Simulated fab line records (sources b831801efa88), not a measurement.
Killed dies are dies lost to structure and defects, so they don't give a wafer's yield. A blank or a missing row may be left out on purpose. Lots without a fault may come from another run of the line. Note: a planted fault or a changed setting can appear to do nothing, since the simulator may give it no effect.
A struck lot beside a sound one / flow sky130 / 16 steps out of a route of 708
Sound: these wafers, L190.1, L190.3, L190.5. Struck: wafer L192.1. (L192.2, L192.3 of the same lot were not struck and are left out.) The cause comes at the end.
Order at every step that has rows: each side's tool, ch and its chambers, its first start. Under that, the readings that differ: sound wafers / struck wafers / difference of the means / sigmas: that difference in standard deviations of wafers without a fault.
alike: readings whose means differ by less than 2 such deviations, and words and numbers that are the same on both sides. not compared: withheld readings, readings that some wafer has no value for, bounds like >300 that may hide the same value, and numbers for which the record gives no deviation and whose values overlap.
The two part at a step that has a row with sigmas, a row that says differs or no value, or rows on one side only. Numbers that have no deviation but don't overlap get no sigmas and don't part them. A reading that every wafer of one side lacks parts them only if that side has two wafers or more.

SKY_VIA1_BOW_MEAS_03:
  sound on filmMetro-02, day 37 06:37; struck on filmMetro-04, day 38 07:02
  alike: VIA1_BOW
then, 8 steps without rows for these wafers: SKY_VIA1_DEHYDRATE_04 (time 60 s); SKY_VIA1_HMDS_05 (prime time 60 s); SKY_VIA1_COAT_06 (resist thk 60 nm); SKY_VIA1_COAT_07 (resist thk 450 nm); SKY_VIA1_SOFTBAKE_08 (time 90 s); SKY_VIA1_EXPOSE_09 (exposes mask VIM, target cd 150 nm); SKY_VIA1_PEB_10; SKY_VIA1_DEVELOP_11 (develop time 60 s).
SKY_VIA1_CD_MEAS_12: the cd target is 150 nm.
  sound on cdSem-01, day 38 08:17; struck on cdSem-01, day 39 08:38
reading=cdNm (nm); sound=151.1 150.5 152.1; struck=146.9; difference=-4.3; sigmas=-2
SKY_VIA1_OVL_MEAS_13:
  sound on overlay-01, day 38 08:25; struck on overlay-02, day 39 08:45
  alike: VIA1_OVL
SKY_VIA1_ETCH_14: etches BARC in N2/H2, stops on SiO2, time 45.9 s, target depth 60 nm.
  sound on rieDiel-02 ch 0,1, day 38 08:26; struck on rieDiel-02 ch 3, day 39 08:47
reading=oesProductAu (a.u.); sound=0.848 0.855 0.855; struck=0.868; difference=+0.015; sigmas=+3
reading=rfFwdPowerW (W); sound=493.0 490.9 493.3; struck=497.4; difference=+5.0; sigmas=+2
reading=throttleValvePct (%); sound=13.220 13.240 13.213; struck=13.244; difference=+0.020; sigmas=+2
  alike: chamberPressureMTorr, drypumpMotorCurrentA, runLengthS
  not compared: rfHoursCounterH
SKY_VIA1_ETCH_15: etches SiO2 in C4F8/O2/Ar, stops on TiN, target depth 351 nm, time 54 s.
  sound on rieDiel-02 ch 0,1, day 38 08:29; struck on rieDiel-02 ch 3, day 39 08:50
reading=oesProductAu (a.u.); sound=0.981 0.989 0.984; struck=1.001; difference=+0.016; sigmas=+3
reading=runLengthS (s); sound=82.3 81.3 81.2; struck=72.9; difference=-8.7; sigmas=-19
reading=model.VIA1.featureDepthNm (nm); sound=343.9 344 343; struck=291.3; difference=-52.3; sigmas=
reading=model.etch.depthNm (nm); sound=343.9 344 343; struck=291.3; difference=-52.3; sigmas=
reading=model.KrF-thick_of_VIA1_COAT_07.thkNm (nm); sound=320.8 320.2 319.4; struck=334.1; difference=+14.0; sigmas=
  alike: chamberPressureMTorr
  not compared: rfFwdPowerW, rfHoursCounterH
SKY_VIA1_STRIP_16: strips in O2/N2.
  sound on plasmaAsher-03 ch 0,1, day 38 08:32; struck on plasmaAsher-02 ch 1, day 39 08:52
reading=stripTimeToEndpointS (s); sound=4.434 4.432 4.428; struck=4.578; difference=+0.147; sigmas=+7
  alike: chamberPressureMTorr, drypumpMotorCurrentA, oesProductAu
  not compared: rfHoursCounterH
then, 1 step without rows for these wafers: SKY_VIA1_STRIP_17 (strips in post etch residue remover, time 1200 s).
-- the record jumps here: 10 days lie between the struck wafers' starts before and after (it left off in module VIA1 and takes up again in module PAD_OPEN, whose first step shown is number 708 of the route) --
SKY_PAD_OPEN_PROBE_99:
  sound on prober-02, day 49 02:53; struck on prober-02, day 49 20:31
reading=model.etest.tester.sortNPass; sound=406 409 410; struck=0; difference=-408; sigmas=
reading=model.etest.tester.sort_bin_5_pct (%); sound=10.16 11.99 10.37; struck=93.29; difference=+82.45; sigmas=
reading=model.etest.tester.sortYieldPct (%); sound=82.52 83.13 83.33; struck=0; difference=-83; sigmas=
reading=model.etest.liconToGate.open; sound=0 0 0; struck=1; difference=+1; sigmas=
reading=model.etest.res_p_drift_20v.open; sound=0 0 0; struck=1; difference=+1; sigmas=
reading=model.etest.resPoly.open; sound=0 0 0; struck=1; difference=+1; sigmas=
reading=model.etest.pfet_16v.underFloor; sound=0 0 0; struck=1; difference=+1; sigmas=
reading=model.etest.fieldP.underFloor; sound=0 0 0; struck=1; difference=+1; sigmas=
  alike: defectLimitedYield, killed_at_M0_to_M3, killed_at_M4_up, killedAtContacts, killedAtFrontEnd, killedAtOther, killedDies, killedOpen, killedShort

== WHERE THEY PART ==
At SKY_VIA1_CD_MEAS_12 first; at SKY_VIA1_STRIP_16 last (within this record only). Later steps at which nothing parts them and some readings are alike: SKY_PAD_OPEN_PROBE_99.

WHY: what had been put in by the simulator
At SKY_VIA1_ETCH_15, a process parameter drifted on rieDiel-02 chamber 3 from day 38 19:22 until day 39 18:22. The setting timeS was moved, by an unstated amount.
